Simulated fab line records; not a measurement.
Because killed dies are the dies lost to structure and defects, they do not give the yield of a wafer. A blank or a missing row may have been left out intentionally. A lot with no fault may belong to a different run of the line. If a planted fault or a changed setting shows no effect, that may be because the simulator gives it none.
Which of the tools did it? | flow sky130 | Sampling: 24 lots, 72 wafers, 6 of 708 route steps

## WHAT THE GAUGES READ, wafer by wafer
SKY_NWELL_TW_MEAS_26.
lot  | measured     | on            | NWELL_2_TW
L074 | day 5 04:20  | film-metro-04 | 491 489 489
L075 | day 5 12:04  | film-metro-01 | 496 496 498
L076 | day 5 18:20  | film-metro-01 | 496 495 499
L077 | day 5 22:46  | film-metro-01 | 498 498 499
L078 | day 6 07:06  | film-metro-01 | 498 499 495
L079 | day 6 11:23  | film-metro-01 | 499 497 498
L080 | day 6 20:00  | film-metro-01 | 499 501 503
L081 | day 7 02:46  | film-metro-04 | 486 485 487
L082 | day 7 06:40  | film-metro-01 | 495 497 496
L083 | day 7 12:10  | film-metro-01 | 500 498 498
L084 | day 7 19:49  | film-metro-01 | 499 495 501
L085 | day 8 01:30  | film-metro-01 | 497 493 494
L086 | day 8 07:30  | film-metro-04 | 488 489 489
L087 | day 8 11:53  | film-metro-04 | 490 486 487
L088 | day 8 16:59  | film-metro-04 | 490 488 493
L089 | day 8 23:40  | film-metro-01 | 496 495 497
L090 | day 9 07:57  | film-metro-01 | 501 501 500
L091 | day 9 14:04  | film-metro-04 | 486 489 489
L092 | day 9 19:53  | film-metro-01 | 503 501 499
L093 | day 10 03:48 | film-metro-01 | 497 497 498
L094 | day 10 09:11 | film-metro-03 | 498 495 495
L095 | day 10 13:20 | film-metro-03 | 496 498 498
L096 | day 10 19:01 | film-metro-04 | 487 488 486
L097 | day 11 10:47 | film-metro-04 | 486 488 487

SKY_VT_ADJUST_HVTR_CD_MEAS_07: the cd target is 380 nm.
lot  | measured     | on        | cd-nm (nm)
L074 | day 9 06:14  | cd-sem-01 | 377.9 377.7 378.4
L075 | day 9 14:26  | cd-sem-01 | 383.0 382.6 383.3
L076 | day 9 23:33  | cd-sem-02 | 381.8 380.4 381.3
L077 | day 10 05:54 | cd-sem-01 | 378.7 380.2 377.1
L078 | day 10 14:26 | cd-sem-02 | 377.4 377.9 377.7
L079 | day 10 22:10 | cd-sem-02 | 381.3 382.1 380.9
L080 | day 11 08:35 | cd-sem-02 | 382.7 380.9 382.0
L081 | day 11 16:13 | cd-sem-02 | 387.3 383.3 384.8
L082 | day 11 22:46 | cd-sem-02 | 384.8 384.1 382.6
L083 | day 12 04:14 | cd-sem-02 | 381.7 378.3 379.1
L084 | day 12 12:11 | cd-sem-01 | 378.8 378.2 376.5
L085 | day 12 20:07 | cd-sem-02 | 380.1 380.2 384.4
L086 | day 13 04:22 | cd-sem-01 | 382.2 381.2 380.7
L087 | day 13 08:13 | cd-sem-01 | 383.9 379.8 382.8
L088 | day 13 15:11 | cd-sem-02 | 383.5 383.3 381.3
L089 | day 13 23:12 | cd-sem-02 | 379.4 378.3 378.8
L090 | day 14 08:34 | cd-sem-01 | 384.0 380.9 382.7
L091 | day 14 16:09 | cd-sem-02 | 380.9 379.8 380.2
L092 | day 14 22:03 | cd-sem-02 | 378.3 379.8 379.9
L093 | day 15 08:29 | cd-sem-02 | 382.3 379.0 379.0
L094 | day 15 16:27 | cd-sem-01 | 383.3 384.0 381.9
L095 | day 15 20:57 | cd-sem-01 | 384.7 385.0 383.9
L096 | day 16 04:05 | cd-sem-02 | 375.3 376.0 376.3
L097 | day 16 22:24 | cd-sem-01 | 377.9 381.5 380.3

SKY_LDD_N_TW_MEAS_17.
lot  | measured     | on            | LDD_N_TW
L074 | day 17 11:54 | film-metro-04 | 2546 2543 2551
L075 | day 17 21:22 | film-metro-02 | 2596 2595 2609
L076 | day 18 14:44 | film-metro-02 | 2596 2602 2602
L077 | day 18 15:58 | film-metro-02 | 2597 2595 2585
L078 | day 19 04:46 | film-metro-04 | 2559 2540 2564
L079 | day 19 20:05 | film-metro-01 | 2569 2576 2584
L080 | day 20 05:27 | film-metro-04 | 2527 2530 2547
L081 | day 20 14:25 | film-metro-02 | 2621 2613 2602
L082 | day 20 19:47 | film-metro-04 | 2538 2550 2534
L083 | day 21 04:32 | film-metro-02 | 2623 2610 2618
L084 | day 21 14:51 | film-metro-02 | 2617 2616 2607
L085 | day 22 02:08 | film-metro-04 | 2551 2567 2544
L086 | day 22 11:42 | film-metro-04 | 2548 2548 2560
L087 | day 22 13:40 | film-metro-04 | 2548 2550 2551
L088 | day 23 04:50 | film-metro-01 | 2573 2582 2580
L089 | day 23 07:22 | film-metro-04 | 2559 2543 2558
L090 | day 23 12:01 | film-metro-02 | 2598 2601 2608
L091 | day 24 03:17 | film-metro-02 | 2591 2581 2580
L092 | day 24 09:52 | film-metro-01 | 2577 2577 2579
L093 | day 24 20:48 | film-metro-02 | 2580 2575 2593
L094 | day 25 02:27 | film-metro-01 | 2544 2566 2559
L095 | day 25 20:49 | film-metro-01 | 2551 2551 2557
L096 | day 25 22:50 | film-metro-01 | 2556 2556 2549
L097 | day 26 08:01 | film-metro-01 | 2568 2568 2555

SKY_METAL1_THK_MEAS_06: measures by xrf.
lot  | measured     | on            | METAL1_ALCU_THK (nm)
L074 | day 31 10:46 | film-metro-03 | 252.7 254.1 255.3
L075 | day 31 19:05 | film-metro-01 | 251.2 250.5 250.7
L076 | day 32 13:08 | film-metro-04 | 256.5 256.2 256.6
L077 | day 32 14:11 | film-metro-04 | 255.0 252.6 254.2
L078 | day 32 23:22 | film-metro-04 | 252.8 250.7 252.9
L079 | day 33 11:03 | film-metro-01 | 252.6 252.3 250.7
L080 | day 33 20:50 | film-metro-03 | 249.7 252.9 251.2
L081 | day 34 04:13 | film-metro-01 | 253.8 253.3 254.9
L082 | day 34 10:56 | film-metro-01 | 244.0 248.7 248.5
L083 | day 34 14:08 | film-metro-03 | 254.2 252.7 254.2
L084 | day 35 01:03 | film-metro-03 | 250.7 249.6 251.2
L085 | day 35 10:39 | film-metro-01 | 253.2 246.8 251.0
L086 | day 35 19:21 | film-metro-01 | 252.9 253.6 252.3
L087 | day 35 20:13 | film-metro-03 | 251.8 252.5 251.6
L088 | day 36 10:18 | film-metro-01 | 247.0 246.0 250.3
L089 | day 36 13:26 | film-metro-01 | 249.9 251.6 249.8
L090 | day 36 16:52 | film-metro-03 | 252.1 250.0 250.4
L091 | day 37 04:53 | film-metro-01 | 246.9 252.1 246.8
L092 | day 37 10:46 | film-metro-03 | 253.4 251.6 251.8
L093 | day 37 19:40 | film-metro-04 | 250.8 253.0 252.9
L094 | day 37 23:59 | film-metro-01 | 246.8 247.5 250.9
L095 | day 38 17:08 | film-metro-03 | 249.6 248.8 249.4
L096 | day 38 20:46 | film-metro-03 | 254.3 255.7 253.6
L097 | day 39 03:59 | film-metro-03 | 255.0 253.1 252.1

SKY_CAPM_THK_MEAS_04: measures by xrf.
lot  | measured     | on            | CAPM_TIN_THK (nm)
L074 | day 36 03:26 | film-metro-03 | 197.9 198.3 198.7
L075 | day 36 12:12 | film-metro-01 | 200.8 201.2 200.6
L076 | day 37 05:23 | film-metro-01 | 195.6 199.2 199.3
L077 | day 37 06:20 | film-metro-04 | 203.0 203.9 204.1
L078 | day 37 15:59 | film-metro-04 | 203.8 199.0 201.6
L079 | day 38 02:20 | film-metro-03 | 203.9 203.7 201.5
L080 | day 38 12:19 | film-metro-01 | 201.1 199.3 199.2
L081 | day 38 19:59 | film-metro-01 | 201.0 202.8 201.1
L082 | day 39 01:33 | film-metro-01 | 203.1 201.9 204.2
L083 | day 39 05:04 | film-metro-03 | 201.1 204.2 204.0
L084 | day 39 16:01 | film-metro-03 | 201.2 201.9 200.4
L085 | day 40 01:04 | film-metro-01 | 203.7 202.7 204.1
L086 | day 40 08:28 | film-metro-03 | 201.4 203.7 203.6
L087 | day 40 08:39 | film-metro-03 | 198.9 198.9 201.4
L088 | day 40 20:31 | film-metro-03 | 200.5 198.2 200.8
L089 | day 40 23:50 | film-metro-03 | 203.7 205.1 203.3
L090 | day 41 05:02 | film-metro-03 | 204.7 203.4 205.3
L091 | day 41 15:26 | film-metro-03 | 205.1 205.3 203.0
L092 | day 41 19:22 | film-metro-03 | 203.8 201.5 202.4
L093 | day 42 04:37 | film-metro-03 | 204.1 203.3 201.0
L094 | day 42 09:38 | film-metro-01 | 202.3 197.7 203.3
L095 | day 42 23:37 | film-metro-03 | 203.9 204.3 205.1
L096 | day 43 03:32 | film-metro-01 | 201.9 204.6 204.2
L097 | day 43 09:01 | film-metro-01 | 204.1 206.5 204.7

## WHAT TOOL EACH LOT RAN ON (gives the tool, then ch and the chambers of the sampled wafers, and finally the start)
lot  | SKY_VT_ADJUST_LVTN_STRIP_20
L074 | plasma-asher-04 ch 0,1, day 7 12:40
L075 | plasma-asher-04 ch 0,1, day 7 20:37
L076 | plasma-asher-04 ch 0,1, day 8 03:38
L077 | plasma-asher-03 ch 0,1, day 8 09:34
L078 | plasma-asher-03 ch 0,1, day 8 18:42
L079 | plasma-asher-01 ch 1, day 9 00:40
L080 | plasma-asher-01 ch 0,1, day 9 10:26
L081 | plasma-asher-01 ch 0,1, day 9 17:51
L082 | plasma-asher-03 ch 0,1, day 9 23:15
L083 | plasma-asher-01 ch 0,1, day 10 05:39
L084 | plasma-asher-01 ch 0,1, day 10 12:35
L085 | plasma-asher-01 ch 1, day 10 20:27
L086 | plasma-asher-01 ch 0, day 11 03:10
L087 | plasma-asher-03 ch 0, day 11 08:05
L088 | plasma-asher-03 ch 0,1, day 11 13:36
L089 | plasma-asher-03 ch 0,1, day 11 20:41
L090 | plasma-asher-04 ch 0,1, day 12 04:43
L091 | plasma-asher-01 ch 0,1, day 12 12:59
L092 | plasma-asher-03 ch 0,1, day 12 18:25
L093 | plasma-asher-01 ch 0,1, day 13 04:37
L094 | plasma-asher-03 ch 0, day 13 11:27
L095 | plasma-asher-01 ch 1, day 13 15:15
L096 | plasma-asher-03 ch 0,1, day 13 22:19
L097 | plasma-asher-01 ch 0,1, day 14 15:34
- SKY_VT_ADJUST_LVTN_STRIP_20: strips in O2/N2.

## AS READ BY THE TOOLS THEMSELVES (means over the sampled wafers that have a number; for cases with no such wafer, the mark the record gives instead)
SKY_VT_ADJUST_LVTN_STRIP_20.
lot  | tool            | drypump-motor-current-A (A) | oes-product-au (a.u.) | strip-time-to-endpoint-s (s)
L074 | plasma-asher-04 | 5.4                         | 0.714                 | 14.17
L075 | plasma-asher-04 | 5.2                         | 0.716                 | 14.19
L076 | plasma-asher-04 | 5.2                         | 0.712                 | 14.18
L077 | plasma-asher-03 | 5.6                         | 0.713                 | 14.15
L078 | plasma-asher-03 | 5.6                         | 0.716                 | 14.18
L079 | plasma-asher-01 | 6.1                         | 0.713                 | 14.10
L080 | plasma-asher-01 | 5.7                         | 0.717                 | 14.19
L081 | plasma-asher-01 | 5.5                         | 0.721                 | 14.17
L082 | plasma-asher-03 | 5.9                         | 0.717                 | 14.25
L083 | plasma-asher-01 | 5.7                         | 0.719                 | 14.10
L084 | plasma-asher-01 | 5.8                         | 0.710                 | 14.15
L085 | plasma-asher-01 | 6.0                         | 0.717                 | 14.16
L086 | plasma-asher-01 | 5.2                         | 0.720                 | 14.17
L087 | plasma-asher-03 | 6.1                         | 0.717                 | 14.18
L088 | plasma-asher-03 | 5.8                         | 0.712                 | 14.17
L089 | plasma-asher-03 | 5.9                         | 0.718                 | 14.25
L090 | plasma-asher-04 | 5.4                         | 0.715                 | 14.13
L091 | plasma-asher-01 | 5.8                         | 0.717                 | 14.16
L092 | plasma-asher-03 | 5.6                         | 0.713                 | 14.16
L093 | plasma-asher-01 | 5.8                         | 0.718                 | 14.18
L094 | plasma-asher-03 | 6.1                         | 0.715                 | 14.18
L095 | plasma-asher-01 | 6.1                         | 0.713                 | 14.15
L096 | plasma-asher-03 | 5.6                         | 0.715                 | 14.18
L097 | plasma-asher-01 | 5.5                         | 0.718                 | 14.16

## THE ANSWER, worked out from the rows above alone
Rule: what is usual is taken from the lots themselves. The widest of any qualifying gaps counts: lots, ordered by their means at a reading, are off when they make up no more than a third of the lots, leave a main group of 4 or more, and stand apart from it by 3 or more times the standard deviation of that group's means. If all means in a main group match to the digits the tables above print for the reading, that group is not used. Also off: a lot with no number at a reading for which 4 or more lots have one. All remaining lots with rows at the step are treated as sound. Order of review: gauges by route order, followed by the tools' own readings, for which a lot's mean as printed above is used. The first step at which some lot is off is used, and at that step the reading that is off furthest; a lot without a number counts as furthest.
No lot is off on any of the readings shown, so nothing can be concluded from this.

## WHAT HAD BEEN PUT IN BY THE SIMULATOR
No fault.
